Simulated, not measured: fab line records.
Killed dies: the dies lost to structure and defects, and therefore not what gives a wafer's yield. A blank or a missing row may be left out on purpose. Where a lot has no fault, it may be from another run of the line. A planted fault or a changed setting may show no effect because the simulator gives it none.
fab line records ; flow sky130
record lots=6; wafers=18; lastDay=49
route steps=708 shown LDD_HVP@287 LDD_LDN@289
lots that met no fault: from a run of the same line without faults
startH: hours from the record's opening day to when the first of the lot's shown wafers began ; waitH: hours from the lot's prior step to this one ; " identical to the entry in the row above ; L1.1+2: one row covering several wafers at once ; - value missing, or start not given ; * or withheld: withheld ; < > ~ a bound
route shown NAME@n: a module of which the file shows steps, and the number in the route of the first ; usual: mean/standard deviation of fault-free wafers ; same: alike in all rows ; chamber/n: place in a boat ; sites: per-site readings ; _std_site: standard deviation across them ; _edge_site: inner sites' mean taken away from outer sites' mean ; radiusMm: how far each site lies from the wafer's centre ; mask NAME#n: copy n ; behind: the last tool/chamber to shape the wafer ; hold: why the lot went on hold/how many hours it stayed there/how the hold came to an end ; device: names the non-switching transistor (n, p or np) ; end of line: tests of these same wafers at the route's end ; where a step has no rows: the recipe by itself ; killed: dies lost to structure and defects at the first sort, not the wafer's yield ; map: per-die view of a wafer (x killed, . not killed, _ where there is no die)
set.NAME: the run value of the setting; set.NAME@STEP: its run value at that earlier step ; model.NAME: the simulator's own value behind a step, which no gauge read
lots seen at some steps along the route; tables by step, rows by wafer
services: the hour from which a tool's chamber was out of use, counted from the record's first day as startH (under 0 if before that day), plus the number of hours and why
## steps
# step SKY_LDD_HVP_STRIP_09
# recipe chemistry=O2/N2; powerW=1400; pressureMtorr=1500; platenTempC=withheld; o2FlowSccm=3000; n2FlowSccm=300; overashFraction=0.5
# usual drypumpMotorCurrentA=5.5/0.49; oesProductAu=0.408/0.0048; stripTimeToEndpointS=4.133/0.013
lot.wafer;tool;chamber;startH;waitH;drypumpMotorCurrentA;oesProductAu;rfHoursCounterH;stripTimeToEndpointS
L991.2;plasmaAsher-01;0;507.63;0.1;5.3;0.405;38;4.131
L991.4;plasmaAsher-01;0;507.63;0.1;5.3;0.415;-;4.111
L991.6;plasmaAsher-01;0;507.63;0.1;5.3;0.403;-;4.105
L993.2;plasmaAsher-02;1;528.92;0.1;5.1;0.421;82;4.144
L993.4;plasmaAsher-02;0;528.92;0.1;6.2;0.413;-;4.123
L993.6;plasmaAsher-02;1;528.92;0.1;5.1;0.398;-;4.136
L996.1;plasmaAsher-04;0;557.62;0.1;5.2;0.414;13;4.126
L996.4;plasmaAsher-04;0;557.62;0.1;5.2;0.409;-;4.138
L996.5;plasmaAsher-04;1;557.62;0.1;5.1;0.414;-;4.148
L997.1;plasmaAsher-02;0;567.17;0.1;6.3;0.409;86;4.141
L997.5;plasmaAsher-02;1;567.17;0.1;5.1;0.405;-;4.128
L997.6;plasmaAsher-02;0;567.17;0.1;6.2;0.419;-;4.133
L106.1;plasmaAsher-02;1;638.17;0.1;5.1;0.412;93;4.134
L106.2;plasmaAsher-02;0;638.17;0.1;6.3;0.414;93;4.145
L106.5;plasmaAsher-02;1;638.17;0.1;5.1;0.413;-;4.136
L109.2;plasmaAsher-01;0;661.07;0.1;5.3;0.407;53;4.140
L109.4;plasmaAsher-01;0;661.07;0.1;5.3;0.411;-;4.138
L109.5;plasmaAsher-01;1;661.07;0.1;6.2;0.415;-;4.151
# step SKY_LDD_HVP_TW_MEAS_10
# usual LDD_HVP_TW=460.0/2.9
lot.wafer;tool;chamber;startH;waitH;LDD_HVP_TW
L991.2;filmMetro-03;-;507.74;0.1;457.1
L991.4;filmMetro-03;-;507.74;0.1;456.8
L991.6;filmMetro-03;-;507.74;0.1;456.1
L993.2;filmMetro-01;-;529.03;0.1;457.6
L993.4;filmMetro-01;-;529.03;0.1;458.8
L993.6;filmMetro-01;-;529.03;0.1;457.9
L996.1;filmMetro-03;-;557.74;0.1;462.2
L996.4;filmMetro-03;-;557.74;0.1;459.7
L996.5;filmMetro-03;-;557.74;0.1;457.8
L997.1;filmMetro-04;-;567.27;0.1;457.1
L997.5;filmMetro-04;-;567.27;0.1;458.5
L997.6;filmMetro-04;-;567.27;0.1;457.5
L106.1;filmMetro-03;-;638.27;0.1;454.9
L106.2;filmMetro-03;-;638.27;0.1;461.3
L106.5;filmMetro-03;-;638.27;0.1;458.2
L109.2;filmMetro-04;-;661.18;0.1;461.0
L109.4;filmMetro-04;-;661.18;0.1;464.6
L109.5;filmMetro-04;-;661.18;0.1;463.3
# step SKY_LDD_LDN_DEHYDRATE_00
# recipe tempC=200; timeS=60
# step SKY_LDD_LDN_HMDS_01
# recipe primeTimeS=60; primeTempC=120
# step SKY_LDD_LDN_COAT_02
# recipe resist=NOVOLAK; spinRpm=3000; resistThkNm=1140
# step SKY_LDD_LDN_SOFTBAKE_03
# recipe tempC=90; timeS=60; resist=NOVOLAK
# step SKY_LDD_LDN_EXPOSE_04
# recipe maskId=LDNTM; na=0.6; sourceShape=conventional; sigmaOuter=0.6; polarization=unpolarized; targetCdNm=700; doseMj=140
# step SKY_LDD_LDN_PEB_05
# recipe tempC=withheld; timeS=*; resist=NOVOLAK
# step SKY_LDD_LDN_DEVELOP_06
# recipe resist=NOVOLAK; developer=TMAH; developTimeS=60; devTempC=23
# step SKY_LDD_LDN_OVL_MEAS_07
# usual LDD_LDN_OVL=1.6/1.3
lot.wafer;tool;chamber;startH;waitH;LDD_LDN_OVL[nm]
L991.2;overlay-01;-;538.06;0.1;1.8
L991.4;overlay-01;-;538.06;0.1;1.6
L991.6;overlay-01;-;538.06;0.1;3.1
L993.2;overlay-01;-;559.00;0.1;3.2
L993.4;overlay-01;-;559.00;0.1;3.1
L993.6;overlay-01;-;559.00;0.1;3.1
L996.1;overlay-01;-;586.83;0.1;3.5
L996.4;overlay-01;-;586.83;0.1;3.3
L996.5;overlay-01;-;586.83;0.1;2.8
L997.1;overlay-01;-;595.70;0.1;2.9
L997.5;overlay-01;-;595.70;0.1;2.7
L997.6;overlay-01;-;595.70;0.1;3.1
L106.1;overlay-01;-;666.55;0.1;3.9
L106.2;overlay-01;-;666.55;0.1;4.3
L106.5;overlay-01;-;666.55;0.1;2.7
L109.2;overlay-01;-;689.14;0.1;2.7
L109.4;overlay-01;-;689.14;0.1;3.4
L109.5;overlay-01;-;689.14;0.1;3.6
# step SKY_LDD_LDN_IMPLANT_08
# recipe species=As; energyKev=15; doseCm2=1.25e+13; tiltDeg=withheld; rotationDeg=23
# step SKY_LDD_LDN_IMPLANT_09
# recipe species=As; energyKev=15; doseCm2=1.25e+13; tiltDeg=withheld; rotationDeg=113
# step SKY_LDD_LDN_IMPLANT_10
# recipe species=As; energyKev=15; doseCm2=1.25e+13; tiltDeg=withheld; rotationDeg=203
# usual beamEnergyKeV=14.999/0.0045; beamOnS=10.01/0.19; endStationPressureTorr=5e-06/3e-07; implantIonAmu=75/0
lot.wafer;tool;chamber;startH;waitH;beamEnergyKeV;beamOnS;endStationPressureTorr;implantIonAmu
L991.2;implanter-03;0;538.41;0.1;15.002;10.18;5.3e-06;75
L991.4;implanter-03;0;538.41;0.1;15.005;9.92;5.2e-06;75
L991.6;implanter-03;0;538.41;0.1;15.002;9.98;5.1e-06;75
L993.2;implanter-04;0;559.36;0.1;14.999;9.98;5e-06;75
L993.4;implanter-04;0;559.36;0.1;14.999;9.93;4.9e-06;75
L993.6;implanter-04;0;559.36;0.1;15.002;10.11;5.2e-06;75
L996.1;implanter-03;-;587.17;0.1;-;-;-;-
L996.4;implanter-03;-;587.17;0.1;-;-;-;-
L996.5;implanter-03;-;587.17;0.1;-;-;-;-
L997.1;implanter-03;-;596.04;0.1;-;-;-;-
L997.5;implanter-03;-;596.04;0.1;-;-;-;-
L997.6;implanter-03;-;596.04;0.1;-;-;-;-
L106.1;implanter-03;0;666.88;0.1;15.002;10.19;5.1e-06;75
L106.2;implanter-03;0;666.88;0.1;15.001;10.13;5.1e-06;75
L106.5;implanter-03;0;666.88;0.1;14.996;9.74;5.4e-06;75
L109.2;implanter-02;0;689.50;0.1;14.999;9.88;5e-06;75
L109.4;implanter-02;0;689.50;0.1;14.997;10.04;5.1e-06;75
L109.5;implanter-02;0;689.50;0.1;14.996;10.51;4.9e-06;75
# step SKY_LDD_LDN_IMPLANT_11
# recipe species=As; energyKev=15; doseCm2=1.25e+13; tiltDeg=withheld; rotationDeg=293
# step SKY_LDD_LDN_STRIP_12
# recipe chemistry=O2/N2; powerW=1400; pressureMtorr=1500; platenTempC=withheld; o2FlowSccm=3000; n2FlowSccm=300; overashFraction=0.5
# usual drypumpMotorCurrentA=5.5/0.41; oesProductAu=0.716/0.005; stripTimeToEndpointS=14.18/0.03
lot.wafer;tool;chamber;startH;waitH;drypumpMotorCurrentA;oesProductAu;rfHoursCounterH;stripTimeToEndpointS
L991.2;plasmaAsher-04;1;538.69;0.1;5.1;0.717;11;14.18
L991.4;plasmaAsher-04;1;538.69;0.1;5.1;0.717;-;14.14
L991.6;plasmaAsher-04;1;538.69;0.1;5.1;0.719;-;14.21
L993.2;plasmaAsher-02;1;559.63;0.1;5.1;0.714;85;14.14
L993.4;plasmaAsher-02;0;559.63;0.1;6.3;0.722;-;14.15
L993.6;plasmaAsher-02;1;559.63;0.1;5.1;0.722;-;14.18
L996.1;plasmaAsher-03;1;587.47;0.1;5.6;0.717;78;14.17
L996.4;plasmaAsher-03;1;587.47;0.1;5.6;0.711;-;14.18
L996.5;plasmaAsher-03;0;587.47;0.1;5.7;0.705;-;14.19
L997.1;plasmaAsher-04;1;596.34;0.1;5.1;0.719;17;14.16
L997.5;plasmaAsher-04;0;596.34;0.1;5.2;0.724;-;14.17
L997.6;plasmaAsher-04;1;596.34;0.1;5.1;0.714;-;14.19
L106.1;plasmaAsher-04;0;667.18;0.1;5.2;0.718;24;14.16
L106.2;plasmaAsher-04;1;667.18;0.1;5.1;0.724;24;14.19
L106.5;plasmaAsher-04;1;667.18;0.1;5.1;0.712;-;14.20
L109.2;plasmaAsher-02;0;689.77;0.1;6.2;0.710;99;14.19
L109.4;plasmaAsher-02;1;689.77;0.1;5.1;0.715;-;14.14
L109.5;plasmaAsher-02;0;689.77;0.1;6.3;0.716;-;14.23
# step SKY_LDD_LDN_TW_MEAS_13
# usual LDD_LDN_TW=1492/13
lot.wafer;tool;chamber;startH;waitH;LDD_LDN_TW
L991.2;filmMetro-01;-;538.80;0.1;1487
L991.4;filmMetro-01;-;538.80;0.1;1491
L991.6;filmMetro-01;-;538.80;0.1;1485
L993.2;filmMetro-04;-;559.74;0.1;1489
L993.4;filmMetro-04;-;559.74;0.1;1492
L993.6;filmMetro-04;-;559.74;0.1;1492
L996.1;filmMetro-04;-;587.57;0.1;1374
L996.4;filmMetro-04;-;587.57;0.1;1369
L996.5;filmMetro-04;-;587.57;0.1;1364
L997.1;filmMetro-01;-;596.44;0.1;1371
L997.5;filmMetro-01;-;596.44;0.1;1372
L997.6;filmMetro-01;-;596.44;0.1;1368
L106.1;filmMetro-01;-;667.28;0.1;1507
L106.2;filmMetro-01;-;667.28;0.1;1508
L106.5;filmMetro-01;-;667.28;0.1;1519
L109.2;filmMetro-02;-;689.88;0.1;1469
L109.4;filmMetro-02;-;689.88;0.1;1461
L109.5;filmMetro-02;-;689.88;0.1;1470
# step SKY_LDD_LDN_CLEAN_14
# recipe chemistry=SC1/SC2; mix=1:4:20; tempC=70; timeS=150; dry=n2Spin
## services
tool;chamber;startH;hours;kind
plasmaAsher-02;-;489.08;8.1;repair
implanter-04;-;520.52;10.4;repair
implanter-03;-;523.79;3.9;repair
implanter-02;-;532.48;1.7;repair
implanter-02;-;547.76;19.5;pm
plasmaAsher-01;-;562.07;1.5;repair
implanter-03;-;565.69;6.3;repair
plasmaAsher-03;-;571.94;4.1;repair
implanter-02;-;573.48;1.4;repair
plasmaAsher-03;-;584.82;1.6;repair
implanter-02;-;586.72;3.4;repair
implanter-02;-;600.26;4.1;repair
implanter-02;-;602.17;0.5;repair
plasmaAsher-02;-;618.76;0.7;repair
plasmaAsher-03;-;621.27;2.5;repair
implanter-03;-;626.24;1.5;repair
plasmaAsher-01;-;636.05;6.1;repair
implanter-03;-;648.35;10.5;repair
implanter-02;-;669.71;5.9;repair
plasmaAsher-04;-;672.66;10.0;pm
## key
firstSign step=SKY_LDD_LDN_IMPLANT_10; reading=toolRecord; direction=missing
effect step=SKY_LDD_LDN_TW_MEAS_13; reading=LDD_LDN_TW; direction=down; sigmas=9.2; usual=1492; struck=1370
metAt SKY_LDD_LDN_IMPLANT_10
struckWafers L996.1,L996.4,L996.5,L997.1,L997.5,L997.6
laterRowsLeftOut L996.1,L996.4,L996.5,L997.1,L997.5,L997.6
sortLeftOut L996.1,L996.4,L996.5,L997.1,L997.5,L997.6
testerLeftOut L996,L997
onsetBetween 538.41 587.17
fault kind=skippedStepWhole; tool=implanter-03; chamber=-; onsetH=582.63; steps=SKY_LDD_LDN_IMPLANT_10; scope=struckLotsOnly
# testerLeftOut: of these lots the tester's yield and bins aren't shown, on N5 and GAA mostly nor the transistor test; their killed dies are dies lost to structure and defects alone, not to doping, threshold or leakage, so they don't give the yield
# sortLeftOut: the simulated sort isn't trusted on such a fault, so these wafers' sort isn't shown, and their yield isn't known
# laterRowsLeftOut: the simulator's readings of these wafers behind a module that went badly wrong aren't trusted and aren't shown, but for the sort
